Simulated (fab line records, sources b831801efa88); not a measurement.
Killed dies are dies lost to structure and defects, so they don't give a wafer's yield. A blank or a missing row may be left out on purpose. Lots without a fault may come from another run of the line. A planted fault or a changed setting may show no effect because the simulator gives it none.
fab line records | flow sfq_line
record lots=5 wafers=15 last_day=86
route steps=325 shown I2@117 M3@118
lots that met no fault: from a run of the same line without faults
start_h: hours from the record's first day to the start of the lot's first wafer shown | wait_h: hours since the lot's step before | " the same as in the row above | L1.1+2: a row that stands for several wafers | - no value, or no start given | * or withheld: withheld | < > ~ a bound
route shown NAME@n: a module of which the file shows steps, and the number in the route of the first | usual: mean/standard deviation of fault-free wafers | same: alike in all rows | chamber/n: place in a boat | sites: the reading at each site | _std_site: their standard deviation | _edge_site: outer sites' mean less inner sites' | radius_mm: how far each site lies from the wafer's centre | mask NAME#n: copy n | behind: the tool/chamber that last shaped the wafer | hold: why the lot was held/for how many hours/how that ended | device: the transistor (n, p or np) that didn't switch | end of line: the same wafers' tests at the end of the route | a step without rows: its recipe alone | killed: dies lost to structure and defects at the first sort, not the wafer's yield | map: a wafer's dies, x killed, . not, _ none there
set.NAME: the setting as run; set.NAME@STEP: as run at that earlier step | model.NAME: the simulator's own value behind a step, which no gauge read
lots at some steps of the route; a table a step, a row a wafer
services: from which hour (start_h, from the record's first day; less than 0 if before it) a tool's chamber was out of use, for how many hours, and why
## steps
# step SFQ_TRILAYER_I2_VIA_STRIP_SOLV_CLEAN_072
# recipe chemistry=NMP temp_c=70 time_s=600
# step SFQ_TRILAYER_M3_DEP_PRE_CLEAN_074
# recipe gas=Ar time_s=22.5 bias_v=250
# step SFQ_TRILAYER_M3_DEP_SPUTTER_073
# recipe material=Nb base_pressure_pa=1.33e-06 chamber_pressure_pa=0.1333 substrate_temp_c=20 resputter_cathode_voltage_v=400 target_thk_nm=200 power_w=2000 time_s=133.3
# usual throttle_valve_pct=29.9/0.91
# columns lot.wafer tool chamber start_h wait_h throttle_valve_pct
L544.3 pvd_sputter-06 - 779.18 0.0 29.9
L544.4 " - " " 31.5
L544.5 " - " " 30.1
L550.1 pvd_sputter-04 - 940.35 0.0 29.2
L550.4 " - " " 30.3
L550.6 " - " " 29.0
L556.1 pvd_sputter-05 - 990.10 0.0 29.6
L556.2 " - " " 30.4
L556.5 " - " " 30.4
L561.1 pvd_sputter-04 - 1038.98 0.0 30.6
L561.2 " - " " 30.6
L561.5 " - " " 29.2
L564.1 pvd_sputter-04 - 1069.16 0.0 30.8
L564.3 " - " " 29.3
L564.5 " - " " 30.5
# step SFQ_M3_RS_MEAS_919
# recipe thk_meas_gauge=four-point-probe reads=Nb_of_TRILAYER_M3_DEP_SPUTTER_073
# usual M3_NB_RS=0.892/0.01
# columns lot.wafer tool chamber start_h wait_h M3_NB_RS[ohm/sq]
L544.3 film_metro-04 - 779.31 0.1 0.886
L544.4 " - " " 0.885
L544.5 " - " " 0.886
L550.1 film_metro-03 - 940.44 0.0 0.912
L550.4 " - " " 0.897
L550.6 " - " " 0.907
L556.1 film_metro-03 - 990.19 0.0 0.888
L556.2 " - " " 0.877
L556.5 " - " " 0.876
L561.1 film_metro-03 - 1039.08 0.0 0.895
L561.2 " - " " 0.879
L561.5 " - " " 0.883
L564.1 film_metro-01 - 1069.25 0.0 0.904
L564.3 " - " " 0.891
L564.5 " - " " 0.890
# step SFQ_TRILAYER_M3_LITHO_COAT_080
# recipe resist=BARC spin_rpm=3000 resist_thk_nm=62
# step SFQ_TRILAYER_M3_LITHO_COAT_075
# recipe resist=KrF spin_rpm=3000 resist_thk_nm=600
# step SFQ_TRILAYER_M3_LITHO_SOFTBAKE_079
# recipe temp_c=withheld time_s=withheld resist=KrF
# step SFQ_TRILAYER_M3_LITHO_EXPOSE_076
# recipe mask_id=M3 na=0.6 source_shape=conventional sigma_outer=0.65 target_cd_nm=500 dose_mj=14.4
# step SFQ_TRILAYER_M3_LITHO_PEB_078
# recipe peb_temp_c=115 peb_time_s=60 resist=KrF
# step SFQ_TRILAYER_M3_LITHO_DEVELOP_077
# recipe time_s=60 resist=KrF
# step SFQ_M3_OVL_MEAS_921
# usual M3_OVL=5/4.5
# columns lot.wafer tool chamber start_h wait_h M3_OVL[nm]
L544.3 overlay-02 - 917.25 0.1 11
L544.4 " - " " 11
L544.5 " - " " 10
L550.1 overlay-02 - 1081.19 0.1 -2
L550.4 " - " " 6
L550.6 " - " " 8
L556.1 overlay-02 - 1143.68 0.1 9
L556.2 " - " " 7
L556.5 " - " " 17
L561.1 overlay-02 - 1187.59 0.1 5
L561.2 " - " " 2
L561.5 " - " " 7
L564.1 overlay-01 - 1211.10 0.1 6
L564.3 " - " " 1
L564.5 " - " " 1
# step SFQ_TRILAYER_M3_BARC_OPEN_METAL_ETCH_100
# recipe mask_material=PR chemistry=O2 target_depth_nm=125 target=BARC icp_w=600 bias_w=80 pressure_mtorr=10 time_s=41.7
# usual drypump_motor_current_A=5.6/0.41 oes_product_au=0.685/0.0043
# columns lot.wafer tool chamber start_h wait_h drypump_motor_current_A oes_product_au rf_hours_counter_h model.KrF_of_TRILAYER_M3_LITHO_COAT_075.thk_nm
L544.3 rie_metal-03 0 917.29 0.0 6.1 0.681 - 523.2
L544.4 " 1 " " 4.8 0.678 - 522.9
L544.5 " 1 " " 4.8 0.686 - 519.9
L550.1 rie_metal-01 0 1081.23 0.0 5.2 0.688 123 531.1
L550.4 " 0 " " 5.3 0.692 - 520.6
L550.6 " 0 " " 5.2 0.683 - 521.9
L556.1 rie_metal-01 0 1143.71 0.0 5.2 0.693 132 524.1
L556.2 " 1 " " 6.0 0.687 6 524.3
L556.5 " 0 " " 5.2 0.687 - 526.3
L561.1 rie_metal-01 1 1187.62 0.0 6.0 0.680 14 519.9
L561.2 " 1 " " 6.0 0.685 - 521.1
L561.5 " 1 " " 6.0 0.685 - 521.8
L564.1 rie_metal-03 0 1211.14 0.0 6.2 0.684 113 524.6
L564.3 " 0 " " 6.1 0.683 - 524.5
L564.5 " 1 " " 4.8 0.690 - 522.5
# step SFQ_TRILAYER_M3_ETCH_METAL_ETCH_078
# recipe target=Nb stop_on=SiO2 mask_material=PR chemistry=Cl2/Ar target_depth_nm=240 icp_w=600 bias_w=80 pressure_mtorr=10 time_s=120
# usual drypump_motor_current_A=5.6/0.41 oes_product_au=0.893/0.007
# columns lot.wafer tool chamber start_h wait_h drypump_motor_current_A oes_product_au rf_hours_counter_h model.KrF_of_TRILAYER_M3_LITHO_COAT_075.thk_nm
L544.3 rie_metal-03 0 917.37 0.1 6.2 0.893 - 384
L544.4 " 1 " " 4.8 0.900 - 382.9
L544.5 " 1 " " 4.8 0.898 - 379.9
L550.1 rie_metal-01 0 1081.35 0.1 5.2 0.881 124 389.8
L550.4 " 0 " " 5.2 0.891 - 379.4
L550.6 " 0 " " 5.2 0.880 - 381.3
L556.1 rie_metal-01 0 1143.77 0.0 5.2 0.893 132 381.5
L556.2 " 1 " " 6.0 0.901 7 381.6
L556.5 " 0 " " 5.2 0.903 - 382.2
L561.1 rie_metal-01 1 1187.74 0.1 6.0 0.895 14 376.4
L561.2 " 1 " " 6.0 0.901 - 379
L561.5 " 1 " " 6.0 0.888 - 379.4
L564.1 rie_metal-03 0 1211.20 0.0 6.1 0.889 113 387.7
L564.3 " 0 " " 6.1 0.889 - 386.9
L564.5 " 1 " " 4.8 0.889 - 382
# step SFQ_TRILAYER_M3_STRIP_STRIP_079
# recipe gas=O2 power_w=200 platen_temp_c=40 overash_fraction=0.65 chemistry=O2 pressure_mtorr=50
# usual drypump_motor_current_A=5.6/0.41 oes_product_au=1.000/0.0075 platen_temp_c=40.00/0.1
# columns lot.wafer tool chamber start_h wait_h drypump_motor_current_A oes_product_au platen_temp_c rf_hours_counter_h
L544.3 rie_metal-03 0 917.66 0.2 6.1 0.991 40.11 -
L544.4 " 1 " " 4.8 1.004 40.01 -
L544.5 " 1 " " 4.8 0.999 39.78 -
L550.1 rie_metal-01 0 1081.60 0.2 5.2 0.999 39.90 124
L550.4 " 0 " " 5.2 0.988 39.99 -
L550.6 " 0 " " 5.2 1.002 39.94 -
L556.1 rie_metal-01 0 1143.90 0.1 5.2 1.003 39.94 132
L556.2 " 1 " " 6.0 1.001 40.19 7
L556.5 " 0 " " 5.2 1.016 39.88 -
L561.1 rie_metal-01 1 1187.99 0.2 6.0 1.002 39.84 15
L561.2 " 1 " " 6.0 0.993 39.85 -
L561.5 " 1 " " 6.0 1.004 40.07 -
L564.1 rie_metal-03 0 1211.32 0.1 6.2 0.984 39.95 113
L564.3 " 0 " " 6.1 0.991 39.97 -
L564.5 " 1 " " 4.8 1.004 39.93 -
## services
# columns tool chamber start_h hours kind
pvd_sputter-04 - 769.11 2.2 repair
rie_metal-03 - 792.23 2.8 pm
pvd_sputter-05 - 855.84 3.3 repair
pvd_sputter-04 - 865.85 12.5 repair
rie_metal-03 - 895.33 0.3 repair
pvd_sputter-05 - 904.01 1.7 repair
rie_metal-01 - 912.48 0.6 repair
pvd_sputter-04 - 953.15 1.9 repair
pvd_sputter-06 - 955.67 1.6 repair
rie_metal-01 0 964.48 3.1 repair
pvd_sputter-04 - 972.37 4.1 repair
pvd_sputter-04 - 979.33 56.3 repair
rie_metal-01 1 996.87 20.7 repair
pvd_sputter-04 - 1002.50 6.2 repair
rie_metal-03 - 1008.53 0.7 repair
pvd_sputter-05 - 1026.93 9.9 repair
rie_metal-03 - 1049.87 1.4 pm
pvd_sputter-04 - 1060.47 2.2 repair
pvd_sputter-04 - 1074.03 1.0 repair
rie_metal-01 - 1115.71 0.1 repair
pvd_sputter-05 - 1119.42 13.2 repair
rie_metal-03 1 1162.63 31.6 repair
pvd_sputter-05 - 1168.91 9.6 repair
pvd_sputter-06 - 1197.79 5.7 repair
## key
first_sign none at tools or gauges
model_effect step=SFQ_TRILAYER_M3_BARC_OPEN_METAL_ETCH_100 value=KrF_of_TRILAYER_M3_LITHO_COAT_075.thk_nm without=522.2 struck=531.1
model_effect step=SFQ_TRILAYER_M3_ETCH_METAL_ETCH_078 value=KrF_of_TRILAYER_M3_LITHO_COAT_075.thk_nm without=380.9 struck=389.8
met_at SFQ_TRILAYER_M3_BARC_OPEN_METAL_ETCH_100
struck_wafers L550.1
fault kind=process_parameter_drift tool=rie_metal-01 chamber=- onset_h=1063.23 steps=SFQ_TRILAYER_M3_BARC_OPEN_METAL_ETCH_100 channel=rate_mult offset=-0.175 shape=step end_h=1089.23 scope=struck_wafers_only
